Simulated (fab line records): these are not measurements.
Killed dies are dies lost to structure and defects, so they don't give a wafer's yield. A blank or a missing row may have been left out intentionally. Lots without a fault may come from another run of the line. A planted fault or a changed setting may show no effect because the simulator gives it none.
fab line records    flow sky130
[record] lots = 6  wafers = 18  last-day = 50
route steps=708 shown METAL1@453 VIA1@458 PAD_OPEN@708
lots untouched by any fault: they come from a run of this same line in which no faults occurred
start-h: start of the lot's first displayed wafer, in hours after the record's first day    wait-h: hours elapsed since this lot's preceding step    " the same as in the row above    L1.1+2: several wafers, shown together as one row    - value missing, or start not given    * or withheld: withheld    < > ~ a bound
route shown NAME@n: a module of which the file shows steps, and the number in the route of the first    usual: mean/standard deviation taken from wafers without a fault    same: alike in all rows    chamber/n: place in a boat    sites: each site's reading    _std_site: their standard deviation    _edge_site: the outer-site mean with the inner-site mean subtracted    radius-mm: for every site, how far away it sits from the centre of the wafer    mask NAME#n: copy n    behind: the tool/chamber that last shaped the wafer    hold: what put the lot on hold/how long, in hours/how the hold closed    device: which transistor (n, p or np) failed to switch    end of line: the same wafers' tests at the end of the route    for a step that has no rows: nothing shown but its recipe    killed: at the first sort, the dies lost to defects and structure; wafer yield is something else    map: dies across one wafer; x = killed, . = not, _ = none there
set.NAME: the setting that was run; set.NAME@STEP: the one run at that earlier step    model.NAME: the simulator's own value behind a step, which no gauge read
a table for each step, a row for each wafer; lots at some steps of the route
services: the hour from which a tool's chamber was out of use, counted from the record's first day as start-h (under 0 if before that day), plus the number of hours and why
[[steps]]
[step SKY_METAL1_METAL_ETCH_19]
[recipe] target-depth-a = 3600  stop-on = SiO2  over-etch-frac = 0.3  time-s = 78  chemistry = Cl2/BCl3  resist-sidewall-deg = 88  pressure-mtorr = 10  icp-w = 900  bias-w = 48.5  Cl2_flow_sccm = 60  bcl3-flow-sccm = 30
[usual] chamber-pressure-mTorr = 10.000/0.009  drypump-motor-current-A = 5.62/0.18  oes-product-au = 0.853/0.0059  throttle-valve-pct = 22.266/0.0088
lot.wafer  tool          chamber  start-h  wait-h  chamber-pressure-mTorr  drypump-motor-current-A  oes-product-au  rf-hours-counter-h  throttle-valve-pct
L259.1     rie-metal-02  0        781.89   0.0     10.008                  5.79                     0.862           12                  22.252
L259.2     "             1        "        "       10.002                  5.64                     0.867           3                   22.277
L259.5     "             0        "        "       9.996                   5.79                     0.861           -                   22.257
L264.2     rie-metal-02  0        815.74   0.0     9.991                   5.76                     0.846           13                  22.259
L264.4     "             1        "        "       9.988                   5.69                     0.844           -                   22.258
L264.6     "             0        "        "       9.993                   5.76                     0.847           -                   22.269
L271.2     rie-metal-02  0        855.63   0.0     10.006                  5.82                     0.851           15                  22.274
L271.3     "             0        "        "       9.996                   5.80                     0.858           -                   22.276
L271.5     "             0        "        "       10.005                  5.82                     0.847           -                   22.256
L274.1     rie-metal-02  1        884.84   0.0     10.000                  5.65                     0.854           7                   22.264
L274.2     "             0        "        "       10.004                  5.77                     0.855           16                  22.260
L274.5     "             0        "        "       9.984                   5.76                     0.860           -                   22.263
L278.2     rie-metal-04  0        929.61   0.1     10.003                  5.63                     0.842           -                   22.278
L278.3     "             0        "        "       9.997                   5.63                     0.848           -                   22.264
L278.5     "             0        "        "       10.007                  5.63                     0.854           -                   22.250
L280.1     rie-metal-01  1        932.28   0.0     10.001                  5.76                     0.853           10                  22.273
L280.2     "             0        "        "       9.996                   5.18                     0.864           13                  22.267
L280.4     "             0        "        "       10.006                  5.18                     0.853           -                   22.273
[step SKY_METAL1_STRIP_20]
[recipe] chemistry = O2/N2  power-w = 1400  pressure-mtorr = 1500  platen-temp-c = withheld  o2-flow-sccm = 3000  n2-flow-sccm = 300  overash-fraction = 0.5
[usual] chamber-pressure-mTorr = 1500.0/1.3  drypump-motor-current-A = 5.7/0.39  oes-product-au = 0.342/0.0051  strip-time-to-endpoint-s = 2.689/0.028
lot.wafer  tool             chamber  start-h  wait-h  chamber-pressure-mTorr  drypump-motor-current-A  oes-product-au  rf-hours-counter-h  strip-time-to-endpoint-s
L259.1     plasma-asher-02  1        781.98   0.1     1499.8                  6.1                      0.345           63                  2.655
L259.2     "                0        "        "       1501.4                  5.3                      0.336           63                  2.673
L259.5     "                0        "        "       1498.0                  5.3                      0.341           -                   2.664
L264.2     plasma-asher-01  1        815.83   0.1     1500.3                  5.9                      0.342           7                   2.622
L264.4     "                1        "        "       1498.8                  5.9                      0.352           -                   2.661
L264.6     "                1        "        "       1500.3                  5.9                      0.342           -                   2.653
L271.2     plasma-asher-02  0        855.72   0.1     1499.4                  5.3                      0.349           71                  2.702
L271.3     "                0        "        "       1502.3                  5.3                      0.341           -                   2.704
L271.5     "                1        "        "       1500.8                  6.1                      0.340           -                   2.705
L274.1     plasma-asher-02  0        884.93   0.1     1501.1                  5.3                      0.348           74                  2.704
L274.2     "                1        "        "       1499.2                  6.1                      0.333           74                  2.698
L274.5     "                0        "        "       1500.8                  5.3                      0.345           -                   2.661
L278.2     plasma-asher-02  1        929.76   0.1     1499.0                  6.1                      0.346           78                  2.653
L278.3     "                1        "        "       1498.7                  6.1                      0.343           -                   2.688
L278.5     "                1        "        "       1499.2                  6.1                      0.347           -                   2.707
L280.1     plasma-asher-03  1        932.37   0.1     1503.1                  5.2                      0.342           116                 2.669
L280.2     "                0        "        "       1499.1                  6.2                      0.337           116                 2.677
L280.4     "                0        "        "       1500.1                  6.2                      0.339           -                   2.668
[step SKY_METAL1_STRIP_21]
[recipe] chemistry = post-etch-residue-remover  time-s = 1200  temp-c = 72.5
[step SKY_METAL1_CLEAN_22]
[recipe] chemistry = IPA  time-s = 180  temp-c = 25
[step SKY_METAL1_CLEAN_23]
[recipe] chemistry = O3/DIW  dry = n2-spin
[step SKY_VIA1_HDPCVD_00]
[recipe] material = SiO2  target-thk-nm = 1030  sigma-open-frac = 0.3  time-s = 171.7  temp-c = 400  sih4-flow-sccm = 60  pressure-mtorr = 6
[step SKY_VIA1_THK_MEAS_01]
[recipe] reads = SiO2_of_VIA1_HDPCVD_00
[usual] VIA1_HDPCVD_THK = 1034/11
lot.wafer  tool           chamber  start-h  wait-h  VIA1_HDPCVD_THK[nm]
L259.1     film-metro-01  -        782.68   0.1     1057
L259.2     "              -        "        "       1049
L259.5     "              -        "        "       1038
L264.2     film-metro-04  -        816.54   0.1     1046
L264.4     "              -        "        "       1047
L264.6     "              -        "        "       1044
L271.2     film-metro-03  -        856.48   0.1     1029
L271.3     "              -        "        "       1029
L271.5     "              -        "        "       1042
L274.1     film-metro-04  -        885.69   0.1     1023
L274.2     "              -        "        "       1019
L274.5     "              -        "        "       1037
L278.2     film-metro-03  -        930.48   0.1     1048
L278.3     "              -        "        "       1040
L278.5     "              -        "        "       1040
L280.1     film-metro-03  -        933.07   0.1     1040
L280.2     "              -        "        "       1046
L280.4     "              -        "        "       1043
[step SKY_VIA1_CMP_02]
[recipe] material = SiO2  down-force-psi = 4  platen-rpm = 60  pad-velocity-m-s = 0.94248
[usual] motor-current-A = 12.2/0.89  retaining-ring-pressure-frac = 1.000/0.0048  slurry-filter-dp-kPa = 13.51/0.15
lot.wafer  tool    chamber  start-h  wait-h  motor-current-A  retaining-ring-pressure-frac  slurry-filter-dp-kPa
L259.2     cmp-02  3        782.79   0.1     12.1             0.993                         13.51
L259.1     "       1        "        "       10.9             0.998                         13.41
L259.5     "       2        "        "       12.7             0.991                         13.48
L264.2     cmp-01  2        816.59   0.0     11.7             0.999                         13.43
L264.4     "       0        "        "       11.4             0.998                         13.47
L264.6     "       3        "        "       12.0             1.000                         13.77
L271.2     cmp-01  1        856.58   0.1     13.5             0.996                         13.35
L271.3     "       3        "        "       12.8             1.004                         13.48
L271.5     "       1        "        "       13.0             0.995                         13.71
L274.1     cmp-01  3        885.75   0.1     12.1             1.004                         13.57
L274.2     "       0        "        "       12.5             0.993                         13.54
L274.5     "       3        "        "       11.8             1.000                         13.59
L278.3     cmp-02  3        930.53   0.0     12.4             1.001                         13.58
L278.2     "       1        "        "       11.8             1.003                         13.52
L278.5     "       0        "        "       11.5             0.995                         13.53
L280.4     cmp-02  0        933.13   0.0     11.0             0.994                         13.52
L280.2     "       1        "        "       12.1             0.995                         13.31
L280.1     "       2        "        "       13.3             0.993                         13.66
[step SKY_VIA1_BOW_MEAS_03]
[recipe] mode = bow
[usual] VIA1_BOW = 81/7.9
lot.wafer  tool           chamber  start-h  wait-h  VIA1_BOW[um]
L259.1     film-metro-04  -        783.04   0.1     81
L259.2     "              -        "        "       77
L259.5     "              -        "        "       65
L264.2     film-metro-01  -        816.91   0.3     81
L264.4     "              -        "        "       76
L264.6     "              -        "        "       86
L271.2     film-metro-03  -        856.85   0.2     83
L271.3     "              -        "        "       90
L271.5     "              -        "        "       89
L274.1     film-metro-04  -        886.05   0.2     78
L274.2     "              -        "        "       81
L274.5     "              -        "        "       75
L278.2     film-metro-03  -        930.85   0.2     89
L278.3     "              -        "        "       89
L278.5     "              -        "        "       81
L280.1     film-metro-03  -        933.43   0.1     82
L280.2     "              -        "        "       69
L280.4     "              -        "        "       80
[step SKY_VIA1_DEHYDRATE_04]
[recipe] temp-c = 200  time-s = 60
[step SKY_VIA1_HMDS_05]
[recipe] prime-time-s = 60  prime-temp-c = 120
[step SKY_VIA1_COAT_06]
[recipe] resist = BARC  temp-c = withheld  time-s = withheld  spin-rpm = 3000  resist-thk-nm = 60
[step SKY_VIA1_COAT_07]
[recipe] resist = KrF-thick  spin-rpm = 3000  resist-thk-nm = 450
[usual] spin-speed-rpm = 2999.7/1.7
lot.wafer  tool            chamber  start-h  wait-h  spin-speed-rpm  model.KrF-thick_of_VIA1_COAT_07.thk-nm
L259.1     litho-track-01  0        795      -       3002.0          450.5
L259.2     "               0        "        "       3001.2          450.8
L259.5     "               0        "        "       3000.0          448.6
L264.2     litho-track-02  0        829      -       2996.5          437.1
L264.4     "               0        "        "       3000.0          436
L264.6     "               0        "        "       2999.6          449.5
L271.2     litho-track-02  0        870      -       3001.2          435.6
L271.3     "               0        "        "       2999.4          435.6
L271.5     "               0        "        "       3000.3          448.9
L274.1     litho-track-03  0        899      -       2997.6          450.2
L274.2     "               0        "        "       3000.5          449.8
L274.5     "               0        "        "       3000.1          449
L278.2     litho-track-02  0        942      -       2998.8          447.5
L278.3     "               0        "        "       2997.6          448.1
L278.5     "               0        "        "       2996.2          447.3
L280.1     litho-track-01  0        945      -       3000.6          452.4
L280.2     "               0        "        "       3000.8          451.8
L280.4     "               0        "        "       2999.1          451.6
[step SKY_VIA1_SOFTBAKE_08]
[recipe] temp-c = 100  time-s = 90  resist = KrF-thick
[step SKY_VIA1_EXPOSE_09]
[recipe] mask-id = VIM  na = 0.8  source-shape = annular  sigma-inner = 0.55  sigma-outer = 0.85  target-cd-nm = 150  dose-mj = 38
[step SKY_VIA1_PEB_10]
[recipe] peb-temp-c = withheld  peb-time-s = withheld  resist = KrF-thick
[step SKY_VIA1_DEVELOP_11]
[recipe] develop-time-s = 60  resist = KrF-thick  dev-temp-c = 21
[step SKY_VIA1_CD_MEAS_12]
[recipe] target-cd-nm = 150
[usual] cd-nm = 150.1/1.6
lot.wafer  tool       chamber  start-h  wait-h  cd-nm
L259.1     cd-sem-02  -        809.58   -       150.7
L259.2     "          -        "        "       150.4
L259.5     "          -        "        "       150.5
L264.2     cd-sem-02  -        842.69   -       148.5
L264.4     "          -        "        "       149.8
L264.6     "          -        "        "       149.4
L271.2     cd-sem-02  -        882.49   -       156.0
L271.3     "          -        "        "       152.2
L271.5     "          -        "        "       154.1
L274.1     cd-sem-02  -        911.34   -       147.4
L274.2     "          -        "        "       147.5
L274.5     "          -        "        "       146.9
L278.2     cd-sem-02  -        955.00   -       151.7
L278.3     "          -        "        "       150.2
L278.5     "          -        "        "       152.3
L280.1     cd-sem-01  -        958.09   -       147.4
L280.2     "          -        "        "       149.3
L280.4     "          -        "        "       147.8
[step SKY_VIA1_OVL_MEAS_13]
[usual] VIA1_OVL = 4/5.3
lot.wafer  tool        chamber  start-h  wait-h  VIA1_OVL[nm]
L259.1     overlay-02  -        809.70   0.1     3
L259.2     "           -        "        "       -2
L259.5     "           -        "        "       8
L264.2     overlay-02  -        842.80   0.1     2
L264.4     "           -        "        "       7
L264.6     "           -        "        "       9
L271.2     overlay-01  -        882.60   0.1     6
L271.3     "           -        "        "       8
L271.5     "           -        "        "       6
L274.1     overlay-01  -        911.46   0.1     11
L274.2     "           -        "        "       11
L274.5     "           -        "        "       10
L278.2     overlay-02  -        955.10   0.1     6
L278.3     "           -        "        "       0
L278.5     "           -        "        "       6
L280.1     overlay-01  -        958.21   0.1     2
L280.2     "           -        "        "       1
L280.4     "           -        "        "       2
[step SKY_VIA1_ETCH_14]
[recipe] chemistry = N2/H2  target = BARC  ion-energy-ev = 200  source-w = 500  bias-w = 100  pressure-mtorr = 30  n2-flow-sccm = 100  h2-flow-sccm = 200  stop-on = SiO2  time-s = 45.9  target-depth-a = 600
[usual] chamber-pressure-mTorr = 29.996/0.025  drypump-motor-current-A = 5.7/0.39  oes-product-au = 0.854/0.0047  throttle-valve-pct = 13.226/0.009
lot.wafer  tool         chamber  start-h  wait-h  chamber-pressure-mTorr  drypump-motor-current-A  oes-product-au  rf-hours-counter-h  throttle-valve-pct
L259.1     rie-diel-03  3        809.74   0.0     30.011                  5.5                      0.847           13                  13.229
L259.2     "            0        "        "       29.995                  5.6                      0.857           13                  13.221
L259.5     "            3        "        "       30.044                  5.5                      0.860           -                   13.205
L264.2     rie-diel-04  3        842.83   0.0     29.988                  6.1                      0.852           4                   13.234
L264.4     "            1        "        "       30.006                  5.6                      0.866           10                  13.235
L264.6     "            3        "        "       29.986                  6.1                      0.847           -                   13.222
L271.2     rie-diel-03  3        882.63   0.0     29.932                  5.5                      0.857           15                  13.224
L271.3     "            0        "        "       29.972                  5.6                      0.858           16                  13.233
L271.5     "            1        "        "       30.019                  5.9                      0.859           -                   13.212
L274.1     rie-diel-02  3        911.49   0.0     30.032                  5.3                      0.855           5                   13.225
L274.2     "            0        "        "       29.994                  5.5                      0.850           1                   13.238
L274.5     "            1        "        "       29.979                  5.7                      0.846           -                   13.219
L278.2     rie-diel-04  1        955.13   0.0     30.010                  5.5                      0.852           13                  13.222
L278.3     "            2        "        "       29.994                  6.2                      0.849           9                   13.240
L278.5     "            3        "        "       29.977                  6.1                      0.853           -                   13.225
L280.1     rie-diel-04  2        958.24   0.0     30.003                  6.3                      0.857           9                   13.209
L280.2     "            0        "        "       29.981                  5.1                      0.852           0                   13.221
L280.4     "            3        "        "       30.015                  6.1                      0.860           7                   13.237
[step SKY_VIA1_ETCH_15]
[recipe] target = SiO2  chemistry = C4F8/O2/Ar  target-depth-nm = 351  stop-on = TiN  mask-material = KrF-thick  source-w = 1500  bias-w = 1200  pressure-mtorr = 40  c4f8-flow-sccm = withheld  O2_flow_sccm = 6  Ar_flow_sccm = 300  time-s = 54
[usual] chamber-pressure-mTorr = 40.01/0.034  oes-product-au = 0.980/0.0053
lot.wafer  tool         chamber  start-h  wait-h  chamber-pressure-mTorr  oes-product-au  rf-hours-counter-h  model.KrF-thick_of_VIA1_COAT_07.thk-nm
L259.1     rie-diel-03  3        809.78   0.0     39.97                   0.987           13                  322.4
L259.2     "            0        "        "       40.05                   0.978           13                  324.7
L259.5     "            3        "        "       40.05                   0.980           -                   320.5
L264.2     rie-diel-04  3        842.87   0.0     39.93                   0.985           4                   310.7
L264.4     "            1        "        "       40.04                   0.980           10                  309.3
L264.6     "            3        "        "       40.04                   0.982           -                   323.3
L271.2     rie-diel-03  1        882.67   0.0     40.07                   0.970           24                  307.7
L271.3     "            2        "        "       39.99                   0.978           8                   307.9
L271.5     "            0        "        "       40.04                   0.981           -                   321.6
L274.1     rie-diel-02  3        911.54   0.0     39.99                   0.983           5                   322.5
L274.2     "            0        "        "       40.00                   0.980           1                   322.4
L274.5     "            1        "        "       40.00                   0.981           -                   321.9
L278.2     rie-diel-04  1        955.17   0.0     39.98                   0.978           13                  320.5
L278.3     "            2        "        "       40.02                   0.981           9                   320.1
L278.5     "            3        "        "       39.96                   0.972           -                   320.6
L280.1     rie-diel-04  2        958.28   0.0     39.99                   0.983           9                   323.7
L280.2     "            0        "        "       39.97                   0.973           0                   323.8
L280.4     "            3        "        "       39.96                   0.996           7                   323.9
[step SKY_VIA1_STRIP_16]
[recipe] chemistry = O2/N2  power-w = 1400  pressure-mtorr = 1500  platen-temp-c = withheld  o2-flow-sccm = 3000  n2-flow-sccm = 300  overash-fraction = 0.5
[usual] chamber-pressure-mTorr = 1499.9/1.4  drypump-motor-current-A = 5.7/0.35  oes-product-au = 0.416/0.0045  strip-time-to-endpoint-s = 4.455/0.017
lot.wafer  tool             chamber  start-h  wait-h  chamber-pressure-mTorr  drypump-motor-current-A  oes-product-au  rf-hours-counter-h  strip-time-to-endpoint-s
L259.1     plasma-asher-03  0        809.83   0.0     1496.8                  6.2                      0.418           103                 4.450
L259.2     "                1        "        "       1499.0                  5.2                      0.417           103                 4.493
L259.5     "                0        "        "       1500.3                  6.2                      0.419           -                   4.418
L264.2     plasma-asher-03  1        842.92   0.0     1499.5                  5.1                      0.407           107                 4.329
L264.4     "                1        "        "       1500.6                  5.2                      0.411           -                   4.314
L264.6     "                0        "        "       1498.2                  6.2                      0.413           -                   4.455
L271.2     plasma-asher-01  1        882.72   0.0     1500.4                  5.9                      0.407           14                  4.294
L271.3     "                0        "        "       1498.3                  5.7                      0.412           -                   4.310
L271.5     "                1        "        "       1497.9                  5.9                      0.422           -                   4.455
L274.1     plasma-asher-04  1        911.58   0.0     1498.8                  5.7                      0.417           48                  4.465
L274.2     "                0        "        "       1497.5                  5.7                      0.420           48                  4.457
L274.5     "                1        "        "       1502.5                  5.7                      0.420           -                   4.437
L278.2     plasma-asher-03  0        955.22   0.0     1500.2                  6.2                      0.414           118                 4.427
L278.3     "                1        "        "       1500.7                  5.2                      0.416           -                   4.427
L278.5     "                1        "        "       1498.7                  5.2                      0.406           -                   4.430
L280.1     plasma-asher-04  0        958.33   0.0     1501.3                  5.7                      0.408           53                  4.468
L280.2     "                1        "        "       1499.9                  5.7                      0.415           53                  4.471
L280.4     "                1        "        "       1498.8                  5.7                      0.416           -                   4.470
[step SKY_VIA1_STRIP_17]
[recipe] chemistry = post-etch-residue-remover  time-s = 1200  temp-c = 72.5
[step SKY_PAD_OPEN_PROBE_99]
[usual] defect-limited-yield = 82.5/1.9  killed_at_M0_to_M3 = 44/7.2  killed_at_M4_up = 3.1/1.7  killed-at-contacts = 25/5.1  killed-at-front-end = 14/4.6  killed-at-other = 0.3/0.59  killed-dies = 86/9.6  killed-open = 47/7.4  killed-short = 39/6  sort_bin_3_pad_short = 0.8/0.4  sort_bin_5_function = 10.4/1.5  sort_bin_6_memory = 6.2/1.1  sort-n-pass = 406/9.6  sort-yield-pct = 82.5/1.9
[same] gross-dies = 492  killed-at-back-side = 0  sort_bin_4_leakage[%] = 0  sort_bin_8_speed[%] = 0
lot.wafer  tool       chamber  start-h  wait-h  defect-limited-yield[%]  killed_at_M0_to_M3  killed_at_M4_up  killed-at-contacts  killed-at-front-end  killed-at-other  killed-dies  killed-open  killed-short  sort_bin_3_pad_short[%]  sort_bin_5_function[%]  sort_bin_6_memory[%]  sort-n-pass  sort-yield-pct[%]
L271.2     prober-02  -        1143.61  0.1     84.6                     45                  0                16                  15                   0                76           40           36            0.8                      9.1                     5.5                   416          84.6
L271.3     prober-02  -        1143.66  0.2     80.1                     43                  6                37                  11                   1                98           57           41            1.4                      10.4                    8.1                   394          80.1
L271.5     prober-02  -        1143.76  0.2     81.9                     43                  6                26                  14                   0                89           49           40            1.2                      10.4                    6.5                   403          81.9
L278.2     prober-01  -        1194.20  0.1     81.9                     50                  2                22                  15                   0                89           54           35            1.2                      10.0                    6.9                   403          81.9
L278.3     prober-01  -        1194.25  0.2     79.9                     59                  1                30                  8                    1                99           62           37            1.4                      12.0                    6.7                   393          79.9
L278.5     prober-01  -        1194.35  0.2     83.5                     40                  2                25                  14                   0                81           42           39            0.6                      10.0                    5.9                   411          83.5
// killed by level:class
L271.2 VIA1:geometric-particle:open=13 METAL1:geometric-particle:short=6 VIA3:geometric-particle:open=6 FIELD_ISO:geometric-particle:short=5 CONTACT:geometric-particle:open=5 VIA3:geometric-particle:short=4 LI_CONTACT:geometric-particle:open=4 METAL2:geometric-particle:short=4
L271.3 CONTACT:geometric-particle:open=14 LI_CONTACT:geometric-particle:open=11 VIA1:geometric-particle:open=10 METAL1:geometric-particle:short=6 LOCAL_INTERCONNECT:geometric-particle:short=5 CONTACT:geometric-particle:short=5 VIA3:geometric-particle:open=5 FIELD_ISO:geometric-particle:open=4
L271.5 CONTACT:geometric-particle:open=14 VIA3:geometric-particle:open=11 VIA1:geometric-particle:open=9 FIELD_ISO:geometric-particle:short=5 METAL4:geometric-particle:short=5 LI_CONTACT:geometric-particle:open=4 CONTACT:geometric-particle:short=4 METAL1:geometric-particle:short=4
L278.2 VIA1:geometric-particle:open=19 LI_CONTACT:geometric-particle:open=7 POLY_GATE:geometric-particle:open=6 CONTACT:geometric-particle:open=6 VIA1:geometric-particle:short=6 VIA2:geometric-particle:open=5 LOCAL_INTERCONNECT:geometric-particle:short=4 VIA3:geometric-particle:open=4
L278.3 CONTACT:geometric-particle:open=12 VIA1:geometric-particle:open=10 VIA2:geometric-particle:open=10 LI_CONTACT:geometric-particle:open=9 VIA3:geometric-particle:open=9 METAL2:geometric-particle:short=7 VIA1:geometric-particle:short=4 VIA3:geometric-particle:short=4
L278.5 CONTACT:geometric-particle:open=9 METAL1:geometric-particle:short=7 LI_CONTACT:geometric-particle:open=6 VIA3:geometric-particle:open=6 VIA1:geometric-particle:open=6 VIA2:geometric-particle:open=6 FIELD_ISO:geometric-particle:open=5 VIA1:geometric-particle:short=5
[[services]]
tool             chamber  start-h  hours  kind
cmp-02           -        779.36   0.4    repair
cmp-01           -        780.13   12.3   pm
rie-diel-04      1        799.18   4.8    repair
rie-diel-04      2        808.28   3.8    repair
rie-diel-03      1        814.03   10.9   repair
rie-diel-03      2        815.28   19.9   repair
cmp-02           -        815.39   3.4    repair
rie-diel-02      2        817.34   3.7    repair
cmp-02           -        830.64   2.1    repair
cmp-01           -        835.15   3.0    repair
rie-diel-02      1        842.27   3.7    repair
rie-diel-03      3        846.48   13.8   repair
rie-diel-02      2        848.65   2.1    repair
cmp-02           -        852.74   4.4    repair
plasma-asher-04  -        860.75   1.0    repair
rie-diel-04      0        904.07   15.2   repair
rie-diel-04      3        906.98   12.1   repair
cmp-02           -        912.04   4.0    pm
rie-diel-04      -        917.70   1.0    repair
cmp-01           -        922.99   6.4    pm
plasma-asher-02  -        939.47   6.1    repair
rie-diel-03      2        948.59   1.4    repair
cmp-02           -        948.74   3.8    repair
rie-metal-02     -        950.38   5.2    repair
[[key]]
[first-sign] step = SKY_VIA1_STRIP_16  reading = strip-time-to-endpoint-s  direction = down  sigmas = 8.4  usual = *  struck = *
effect none on later readings
[model-effect] step = SKY_VIA1_COAT_07  value = KrF-thick_of_VIA1_COAT_07.thk-nm  without = 449  struck = 436.1
[model-effect] step = SKY_VIA1_ETCH_15  value = KrF-thick_of_VIA1_COAT_07.thk-nm  without = 321.9  struck = 308.9
met-at SKY_VIA1_COAT_07
struck-wafers L264.2,L264.4,L271.2,L271.3
[fault] kind = process-parameter-drift  tool = litho-track-02  chamber = -  onset-h = 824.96  steps = SKY_VIA1_COAT_07  channel = resist-thk-nm  offset = -12.983  shape = step  end-h = 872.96  scope = struck-wafers-only  acts-in = these-recipes-only  stated = 450
